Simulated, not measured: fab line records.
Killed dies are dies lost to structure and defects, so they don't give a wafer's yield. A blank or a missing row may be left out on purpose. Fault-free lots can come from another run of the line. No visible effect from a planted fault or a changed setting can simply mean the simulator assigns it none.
Chamber matching :: flow gf180mcu :: GF_V3_CVD_02 on pecvd-02 has 3 sister chambers
The step deposits SiO2 from TEOS, target thk 850 nm, time 94.851 s. 3 wafers are shown with their chamber, then 11 later ones without.

== WAFERS PAIRED WITH THEIR CHAMBERS ==
wafer: L091.2
chamber: 1
heaterPowerW (W): 784

wafer: L091.3
chamber: 0
heaterPowerW (W): 633

wafer: L091.4
chamber: 2
heaterPowerW (W): 668

== WAFERS MISSING THEIR CHAMBER ==
wafer: L091.5
heaterPowerW (W): 639

wafer: L091.6
heaterPowerW (W): 640

wafer: L092.3
heaterPowerW (W): 672

wafer: L092.5
heaterPowerW (W): 559

wafer: L092.6
heaterPowerW (W): 578

wafer: L097.1
heaterPowerW (W): 703

wafer: L097.2
heaterPowerW (W): 609

wafer: L097.3
heaterPowerW (W): 734

wafer: L097.4
heaterPowerW (W): 645

wafer: L097.5
heaterPowerW (W): 756

wafer: L097.6
heaterPowerW (W): 704

== EACH ONE'S CHAMBER ==
wafer: L091.5
from the rows above: can't be placed: 0 or 2
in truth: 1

wafer: L091.6
from the rows above: can't be placed: 0 or 2
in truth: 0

wafer: L092.3
from the rows above: can't be placed: 2 or 0
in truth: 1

wafer: L092.5
from the rows above: can't be placed: 0 or 2
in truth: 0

wafer: L092.6
from the rows above: can't be placed: 0 or 2
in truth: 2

wafer: L097.1
from the rows above: can't be placed: 2 or 0 or 1
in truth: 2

wafer: L097.2
from the rows above: can't be placed: 0 or 2
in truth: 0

wafer: L097.3
from the rows above: can't be placed: 1 or 2 or 0
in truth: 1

wafer: L097.4
from the rows above: can't be placed: 0 or 2
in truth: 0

wafer: L097.5
from the rows above: can't be placed: 1 or 2
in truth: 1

wafer: L097.6
from the rows above: can't be placed: 2 or 0 or 1
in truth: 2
0 of 11 placed correctly. Can't be placed from these rows: 11 (the true chamber is among the candidates in 9). Number placed wrongly: 0.
How it was worked out, from the rows above alone: a wafer's distance from a chamber is the root of the sum, over the readings, of the square of ((its reading less the chamber's mean) divided by the reading's scatter). If the next closest chamber is less than 2 further off than the closest, the wafer can't be placed; otherwise it belongs to the closest. A chamber's mean is the mean of its shown wafers. The scatter: with one shown wafer a chamber, the root of the mean of the squares of how far each hidden wafer lies from its nearest shown one.
